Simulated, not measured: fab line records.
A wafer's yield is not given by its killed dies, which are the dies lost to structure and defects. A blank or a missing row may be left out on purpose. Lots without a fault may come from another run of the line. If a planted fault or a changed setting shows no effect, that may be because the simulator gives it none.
Matching of chambers    flow sfq_line    3 sister chambers for SFQ_TRILAYER_I5_BARC_OPEN_VIA_ETCH_200 on rie_diel-04
The step etches BARC in O2, target depth 125 nm, time 41.7 s. 14 wafers are shown with their chamber, then 6 later ones without.

WAFERS, EACH WITH ITS CHAMBER
wafer   chamber  drypump_motor_current_A (A)  oes_product_au (a.u.)
L567.1  0        5.9                          0.697
L567.3  3        6.4                          0.686
L567.4  3        6.4                          0.685
L572.1  0        5.8                          0.689
L572.3  2        5.4                          0.683
L572.4  0        5.8                          0.680
L574.1  2        5.4                          0.683
L574.4  0        5.9                          0.690
L574.5  2        5.4                          0.688
L577.3  2        5.3                          0.681
L577.4  0        5.8                          0.685
L577.5  2        5.3                          0.692
L582.3  2        5.3                          0.688
L582.4  3        6.4                          0.689

SIGNATURES, as means of the wafers listed above
reading                  chamber 0  chamber 2  chamber 3  scatter within a chamber
drypump_motor_current_A  5.840      5.350      6.400      0.0495
oes_product_au           0.68820    0.68583    0.68667    0.00481
Rule: a wafer's distance from a chamber is the root of the sum, over the readings, of the square of ((its reading less the chamber's mean) divided by the reading's scatter). The wafer belongs to the nearest chamber; if the next one is less than 2 further off, it can't be placed. How the scatter is found: for the shown wafers, subtract from each reading the mean of its chamber, square and add these, divide the total by (wafers less chambers), then take the root.

WAFERS WITH NO CHAMBER GIVEN
wafer   drypump_motor_current_A (A)  oes_product_au (a.u.)
L582.5  5.3                          0.690
L585.4  5.8                          0.679
L585.5  5.4                          0.691
L589.1  5.4                          0.684
L589.3  5.4                          0.680
L589.4  5.8                          0.681

THE CHAMBER EACH PASSED THROUGH
wafer   from the rows above  in truth
L582.5  2                    2
L585.4  0                    0
L585.5  2                    2
L589.1  2                    2
L589.3  2                    2
L589.4  0                    0
Correctly placed: 6 of 6. Number that these rows cannot place: 0. Number placed wrongly: 0.
